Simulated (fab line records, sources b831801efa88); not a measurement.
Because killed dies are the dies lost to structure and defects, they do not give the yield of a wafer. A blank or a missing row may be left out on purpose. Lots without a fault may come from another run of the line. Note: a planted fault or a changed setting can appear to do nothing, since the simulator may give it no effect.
What tool caused it? | flow sky130 | 36 wafers sampled from 12 lots at 1 step of a route of 708

## WHAT EACH GAUGE READ, for each wafer
SKY_VIA2_BOW_MEAS_03. Usual: VIA2_BOW 85 um, standard deviation 7.6.
lot  | measured     | on            | VIA2_BOW (um) | flag
L352 | day 35 15:14 | film-metro-01 | 93 95 80      |
L357 | day 37 14:38 | film-metro-02 | 89 92 84      |
L359 | day 37 17:09 | film-metro-01 | 83 86 98      |
L358 | day 37 17:31 | film-metro-03 | 101 84 79     |
L364 | day 39 13:13 | film-metro-02 | 69 89 68      |
L366 | day 39 21:08 | film-metro-02 | 94 93 91      |
L367 | day 40 08:57 | film-metro-01 | 90 103 77     |
L368 | day 40 12:30 | film-metro-03 | 80 75 61      |
L369 | day 40 18:55 | film-metro-02 | 95 97 86      |
L370 | day 41 11:45 | film-metro-02 | 82 79 79      |
L371 | day 41 12:43 | film-metro-01 | 89 85 85      |
L372 | day 41 15:10 | film-metro-03 | 81 92 87      |

## WHICH TOOL RAN EACH LOT (tool, then ch and the chambers of the sampled wafers, then the start)
No process step before these readings appears in the record.

## AS READ BY THE TOOLS THEMSELVES (means over the sampled wafers that have a number; for cases with no such wafer, the mark the record gives instead)
The record holds no such reading with a usual standard deviation.

## THE ANSWER, worked out from the rows above alone
Rule: a lot is off if the mean of its wafers that have a number lies more than 3 standard deviations from the usual mean. Also off: a lot with no number at a reading for which 4 or more lots have one. All remaining lots with rows at the step are treated as sound. The gauges are gone through in route order, then the tools' own readings, and for those a lot's mean is taken as printed above. At the first step where some lot is off, the reading lying furthest off is the one used; lots without a number count as furthest.
None of the lots is off at any reading shown; this tells nothing.

## WHAT THE SIMULATOR HAD PUT IN
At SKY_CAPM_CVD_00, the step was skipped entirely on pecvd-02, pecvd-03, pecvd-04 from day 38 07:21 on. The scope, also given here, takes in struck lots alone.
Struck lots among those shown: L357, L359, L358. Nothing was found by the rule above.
